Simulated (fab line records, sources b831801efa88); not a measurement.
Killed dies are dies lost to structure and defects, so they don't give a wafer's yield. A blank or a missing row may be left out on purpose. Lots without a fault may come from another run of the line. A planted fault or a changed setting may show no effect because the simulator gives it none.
Which tool did it? | flow gf180mcu | 15 lots, 42 wafers sampled, at 5 steps of a route of 602

WHAT THE GAUGES READ, wafer by wafer
GF_STI_THK_MEAS_04. Usual: STI_CVD_03_THK 206.0 nm, standard deviation 2.3.
lot  | measured    | on            | STI_CVD_03_THK (nm) | flag
L575 | day 1 13:58 | film_metro-03 | 207.8 206.3 206.9   |
L576 | day 1 18:36 | film_metro-01 | 205.5 203.9 204.8   |
L578 | day 2 04:34 | film_metro-04 | 204.3 205.6 206.8   |
L580 | day 2 15:18 | film_metro-01 | 206.7 205.1         |
L581 | day 2 19:40 | film_metro-01 | 204.6 203.0         |
L582 | day 3 01:18 | film_metro-01 | 205.0 206.0         |
L587 | day 4 02:05 | film_metro-01 | 205.4 205.4 205.4   |
L589 | day 4 12:07 | film_metro-03 | 209.2 208.7 208.8   |
L592 | day 5 04:17 | film_metro-03 | 205.9 207.7 206.2   |
L593 | day 5 07:34 | film_metro-04 | 206.6 210.0 208.8   |
L594 | day 5 15:10 | film_metro-03 | 204.0 207.2 205.8   |
L595 | day 5 17:35 | film_metro-03 | 204.3 206.2 205.9   |
L596 | day 5 22:34 | film_metro-03 | 208.9 205.3 208.1   |
L597 | day 6 05:00 | film_metro-01 | 210.9 209.5 209.8   |
L598 | day 6 09:13 | film_metro-04 | 211.5 211.3 211.6   |

GF_STI_THK_MEAS_22. Usual: STI_OXIDATION_01_THK 14.78 nm, standard deviation 0.26.
lot  | measured    | on            | STI_OXIDATION_01_THK (nm) | flag
L575 | day 2 03:31 | film_metro-01 | 15.02 14.87 14.84         |
L576 | day 2 08:40 | film_metro-03 | 14.63 14.56 14.45         |
L578 | day 2 20:09 | film_metro-03 | 14.70 14.54 14.81         |
L580 | day 3 06:21 | film_metro-03 | 14.93 14.74               |
L581 | day 3 10:23 | film_metro-01 | 14.37 14.65               |
L582 | day 3 16:46 | film_metro-03 | 15.11 15.04               |
L587 | day 4 17:11 | film_metro-01 | 15.32 15.45 15.53         |
L589 | day 5 04:21 | film_metro-01 | 14.66 14.54 14.64         |
L592 | day 5 20:17 | film_metro-03 | 15.12 15.02 14.92         |
L593 | day 6 00:04 | film_metro-01 | 14.94 14.60 14.70         |
L594 | day 6 09:41 | film_metro-01 | 14.70 14.97 14.59         |
L595 | day 6 12:22 | film_metro-03 | 14.65 14.80 15.16         |
L596 | day 6 19:34 | film_metro-03 | 14.76 15.11 14.98         |
L597 | day 6 22:08 | film_metro-03 | 14.82 14.44 14.40         |
L598 | day 7 02:13 | film_metro-01 | 14.50 14.51 14.71         |

GF_STI_THK_MEAS_24. Usual: STI_CVD_23_THK 655 nm, standard deviation 7.9.
lot  | measured    | on            | STI_CVD_23_THK (nm) | flag
L575 | day 2 03:39 | film_metro-01 | 662 646 664         |
L576 | day 2 08:48 | film_metro-01 | 669 657 668         |
L578 | day 2 20:17 | film_metro-04 | 644 656 660         |
L580 | day 3 06:29 | film_metro-01 | 591 577             | OFF
L581 | day 3 10:31 | film_metro-03 | 593 659             | OFF
L582 | day 3 16:55 | film_metro-04 | 582 653             | OFF
L587 | day 4 17:20 | film_metro-04 | 659 662 652         |
L589 | day 5 04:29 | film_metro-03 | 641 663 652         |
L592 | day 5 20:27 | film_metro-01 | 670 663 662         |
L593 | day 6 00:12 | film_metro-04 | 654 659 662         |
L594 | day 6 09:49 | film_metro-01 | 649 651 640         |
L595 | day 6 12:30 | film_metro-04 | 657 655 649         |
L596 | day 6 19:42 | film_metro-01 | 665 674 659         |
L597 | day 6 22:16 | film_metro-03 | 651 656 653         |
L598 | day 7 02:21 | film_metro-03 | 647 652 642         |

GF_VT_IMPLANT_TW_MEAS_21. Usual: VT_IMPLANT_2_TW 1223, standard deviation 7.4.
lot  | measured     | on            | VT_IMPLANT_2_TW | flag
L575 | day 6 06:28  | film_metro-02 | 1220 1217 1220  |
L576 | day 6 11:14  | film_metro-03 | 1210 1213 1214  |
L578 | day 7 00:19  | film_metro-01 | 1232 1228 1229  |
L580 | day 7 13:04  | film_metro-02 | 1232 1229       |
L581 | day 7 18:07  | film_metro-01 | 1223 1230       |
L582 | day 8 01:07  | film_metro-01 | 1231 1222       |
L587 | day 9 09:02  | film_metro-03 | 1212 1213 1217  |
L589 | day 9 23:26  | film_metro-01 | 1226 1234 1233  |
L592 | day 10 17:46 | film_metro-02 | 1223 1219 1227  |
L593 | day 10 22:31 | film_metro-02 | 1232 1224 1227  |
L594 | day 11 15:50 | film_metro-01 | 1226 1228 1232  |
L595 | day 11 16:44 | film_metro-02 | 1233 1233 1230  |
L596 | day 12 03:08 | film_metro-03 | 1212 1213 1211  |
L597 | day 12 03:26 | film_metro-01 | 1219 1223 1221  |
L598 | day 12 08:50 | film_metro-02 | 1224 1223 1226  |

WHICH TOOL RAN EACH LOT (tool, then ch and the chambers of the sampled wafers, then the start)
lot  | GF_STI_CVD_23
L575 | hdpcvd-02 ch 0,2, day 2 03:35
L576 | hdpcvd-02 ch 0,2, day 2 08:42
L578 | hdpcvd-01 ch 0,2, day 2 20:12
L580 | hdpcvd-02 ch 2, day 3 06:24
L581 | hdpcvd-02 ch 1,2, day 3 10:26
L582 | hdpcvd-02 ch 0,1, day 3 16:50
L587 | hdpcvd-01 ch 1,2, day 4 17:14
L589 | hdpcvd-01 ch 0,1,2, day 5 04:25
L592 | hdpcvd-01 ch 0,1, day 5 20:20
L593 | hdpcvd-01 ch 0,1,2, day 6 00:07
L594 | hdpcvd-01 ch 0,2, day 6 09:43
L595 | hdpcvd-01 ch 0,2, day 6 12:24
L596 | hdpcvd-02 ch 1,2, day 6 19:37
L597 | hdpcvd-02 ch 0,1, day 6 22:11
L598 | hdpcvd-01 ch 1,2, day 7 02:16
- GF_STI_CVD_23: deposits SiO2, target thk 650 nm, time 108.3 s.

WHAT THE TOOLS THEMSELVES READ (means of the sampled wafers that have a number; where no wafer has one, the mark that the record gives instead)
The record holds no such reading with a usual standard deviation.

THE ANSWER, worked out from the rows above alone
Rule: a lot is off if the mean of its wafers that have a number lies more than 3 standard deviations from the usual mean. A lot without any number at a reading at which 4 lots or more have one is off too. The other lots that the step has rows for count as sound. The gauges are gone through in route order, then the tools' own readings, and for those a lot's mean is taken as printed above. The first step at which some lot is off is used, and at that step the reading that is off furthest; a lot without a number counts as furthest.
Off: L580, L581, L582, at GF_STI_THK_MEAS_24 (STI_CVD_23_THK).
A tool fits if, at a process step before that reading, it ran every lot that is off, and no sound lot after the first of them. The gauges at GF_STI_THK_MEAS_24 are tried like those tools. None of those tried fits.

WHAT THE SIMULATOR HAD PUT IN
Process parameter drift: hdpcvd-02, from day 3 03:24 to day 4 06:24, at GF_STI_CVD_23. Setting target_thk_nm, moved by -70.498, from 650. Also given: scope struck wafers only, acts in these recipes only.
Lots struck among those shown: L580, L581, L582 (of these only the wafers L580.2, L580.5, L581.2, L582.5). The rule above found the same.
